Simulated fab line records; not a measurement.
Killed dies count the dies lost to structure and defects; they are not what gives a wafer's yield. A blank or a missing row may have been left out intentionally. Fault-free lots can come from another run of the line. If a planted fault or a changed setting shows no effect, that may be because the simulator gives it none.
Split-lot trial :: flow gf180mcu :: route with 602 steps; 5 lots, 23 wafers read

SPLIT DETAILS
At GF_M3_SPUTTER_02 (material AlCu, target thk 450 nm, time 23.9 s), the setting time-s was moved away from the recipe's 23.9 s on 8 of the 23 wafers read, by -9.2% to -7.5%. This setting was run at the recipe's value on the other wafers.

FROM THE SPLIT TO THE READING: what the file shows between them, 7 steps
- GF_M3_SPUTTER_03: material Ti, target thk 10 nm, time 6.7 s
- GF_M3_SPUTTER_04: material TiN, target thk 50 nm, time 41.7 s
- GF_M3_RS_MEAS_05: measures by four-point-probe
- GF_M3_THK_MEAS_06: measures by xrf
- GF_M3_SOFTBAKE_10: time 60 s (also split here: time-s)
- GF_M3_EXPOSE_11: exposes mask Metal3, target cd 280 nm
- GF_M3_PEB_12: peb time 90 s

THE READING
oes-product-au, in a.u., at GF_M3_METAL_ETCH_16 (etches the open film in Cl2/BCl3, stops on SiO2, target depth 627.5 nm, time 104.6 s). Typical for fault-free wafers on this fab line: 0.971 a.u., with standard deviation 0.0069 a.u.

wafer: L075.1
tool, chamber at the split: pvd-sputter-04, -
time-s as run, s: 23.9
against the recipe: recipe
oes-product-au, a.u.: 0.976
against lot-mates on the recipe: -

wafer: L075.2
tool, chamber at the split: pvd-sputter-04, -
time-s as run, s: 22.1
against the recipe: -7.5%
oes-product-au, a.u.: 0.935
against lot-mates on the recipe: -0.039

wafer: L075.4
tool, chamber at the split: pvd-sputter-04, -
time-s as run, s: 22.1
against the recipe: -7.5%
oes-product-au, a.u.: 0.924
against lot-mates on the recipe: -0.050

wafer: L075.5
tool, chamber at the split: pvd-sputter-04, -
time-s as run, s: 23.9
against the recipe: recipe
oes-product-au, a.u.: 0.973
against lot-mates on the recipe: -

wafer: L075.6
tool, chamber at the split: pvd-sputter-04, -
time-s as run, s: 22.1
against the recipe: -7.5%
oes-product-au, a.u.: 0.933
against lot-mates on the recipe: -0.041

wafer: L078.2
tool, chamber at the split: pvd-sputter-02, -
time-s as run, s: 23.9
against the recipe: recipe
oes-product-au, a.u.: 0.973
against lot-mates on the recipe: -

wafer: L078.4
tool, chamber at the split: pvd-sputter-02, -
time-s as run, s: 23.9
against the recipe: recipe
oes-product-au, a.u.: 0.970
against lot-mates on the recipe: -

wafer: L078.6
tool, chamber at the split: pvd-sputter-02, -
time-s as run, s: 23.9
against the recipe: recipe
oes-product-au, a.u.: 0.969
against lot-mates on the recipe: -

wafer: L077.1
tool, chamber at the split: pvd-sputter-04, -
time-s as run, s: 23.9
against the recipe: recipe
oes-product-au, a.u.: 0.987
against lot-mates on the recipe: -

wafer: L077.2
tool, chamber at the split: pvd-sputter-04, -
time-s as run, s: 23.9
against the recipe: recipe
oes-product-au, a.u.: 0.970
against lot-mates on the recipe: -

wafer: L077.3
tool, chamber at the split: pvd-sputter-04, -
time-s as run, s: 23.9
against the recipe: recipe
oes-product-au, a.u.: 0.976
against lot-mates on the recipe: -

wafer: L077.4
tool, chamber at the split: pvd-sputter-04, -
time-s as run, s: 23.9
against the recipe: recipe
oes-product-au, a.u.: 0.978
against lot-mates on the recipe: -

wafer: L077.6
tool, chamber at the split: pvd-sputter-04, -
time-s as run, s: 23.9
against the recipe: recipe
oes-product-au, a.u.: 0.970
against lot-mates on the recipe: -

wafer: L081.2
tool, chamber at the split: pvd-sputter-04, -
time-s as run, s: 23.9
against the recipe: recipe
oes-product-au, a.u.: 0.975
against lot-mates on the recipe: -

wafer: L081.3
tool, chamber at the split: pvd-sputter-04, -
time-s as run, s: 21.71
against the recipe: -9.2%
oes-product-au, a.u.: 0.935
against lot-mates on the recipe: -0.042

wafer: L081.4
tool, chamber at the split: pvd-sputter-04, -
time-s as run, s: 23.9
against the recipe: recipe
oes-product-au, a.u.: 0.979
against lot-mates on the recipe: -

wafer: L081.5
tool, chamber at the split: pvd-sputter-04, -
time-s as run, s: 21.71
against the recipe: -9.2%
oes-product-au, a.u.: 0.936
against lot-mates on the recipe: -0.041

wafer: L081.6
tool, chamber at the split: pvd-sputter-04, -
time-s as run, s: 21.71
against the recipe: -9.2%
oes-product-au, a.u.: 0.928
against lot-mates on the recipe: -0.049

wafer: L082.1
tool, chamber at the split: pvd-sputter-04, -
time-s as run, s: 21.81
against the recipe: -8.7%
oes-product-au, a.u.: 0.938
against lot-mates on the recipe: -0.042

wafer: L082.2
tool, chamber at the split: pvd-sputter-04, -
time-s as run, s: 23.9
against the recipe: recipe
oes-product-au, a.u.: 0.974
against lot-mates on the recipe: -

wafer: L082.3
tool, chamber at the split: pvd-sputter-04, -
time-s as run, s: 23.9
against the recipe: recipe
oes-product-au, a.u.: 0.985
against lot-mates on the recipe: -

wafer: L082.5
tool, chamber at the split: pvd-sputter-04, -
time-s as run, s: 21.81
against the recipe: -8.7%
oes-product-au, a.u.: 0.932
against lot-mates on the recipe: -0.048

wafer: L082.6
tool, chamber at the split: pvd-sputter-04, -
time-s as run, s: 23.9
against the recipe: recipe
oes-product-au, a.u.: 0.981
against lot-mates on the recipe: -

THE FIT
A straight line over all 23 wafers: oes-product-au changes by +0.00503 a.u. for each +1% of time-s; r = +0.96; the points scatter about the line by 0.006 a.u.
The same after taking each lot's own level away (the mean of its wafers on the recipe; 23 wafers): +0.00518 a.u. for each +1%; r = +0.98; scatter 0.0049 a.u.
According to that fit, moving time-s by its largest amount changes the reading by 0.047 a.u.
From 0.9707 to 0.9800 a.u.: that is the span of the lots' own levels, equal to 1.4 times the standard deviation above.
Consequently the slope shifts little with the lot-to-lot level, the two slopes agreeing.
Check: with one of the wafers moved furthest among these (-9.2%) left out of the fit, the line predicts -0.0485 a.u. for it against its lot-mates. It came out at -0.042 a.u. against them.

OTHER SPLITS ON THESE WAFERS
These wafers also went through other splits before the reading. Each is held against what the fit with the lots' levels taken away leaves over:
other split on the same wafers: GF_V2_SPUTTER_21 chamber-pressure-pa
wafers away from the commonest value: 18
r with oes-product-au (lot level and that fit taken away): +0.32

other split on the same wafers: GF_M3_SOFTBAKE_10 time-s
wafers away from the commonest value: 6
r with oes-product-au (lot level and that fit taken away): +0.13

THE WHOLE CHAIN: every reading that the file lists as answering this split, in the file's order
step: GF_M3_SPUTTER_02
what it does: material AlCu, target thk 450 nm, time 23.9 s
reading: AlCu_of_M3_SPUTTER_02.thk-nm (the simulator's own value, which no gauge read)
change (the file's fit): +4.67 nm for each +1% of the setting
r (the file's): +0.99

step: GF_M3_RS_MEAS_05
what it does: measures by four-point-probe
reading: M3_ALCU_RS
change (the file's fit): -0.00079 for each +1% of the setting
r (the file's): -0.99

step: GF_M3_THK_MEAS_06
what it does: measures by xrf
reading: M3_ALCU_THK
change (the file's fit): +4.65 for each +1% of the setting
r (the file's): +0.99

step: GF_M3_METAL_ETCH_16
what it does: etches the open film in Cl2/BCl3, stops on SiO2, target depth 627.5 nm, time 104.6 s
reading: oes-product-au
change (the file's fit): +0.00519 a.u. for each +1% of the setting
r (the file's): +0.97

THE FILE'S OWN FIT
oes-product-au changes by +0.00519 a.u. for each +1% of time-s, r = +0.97.
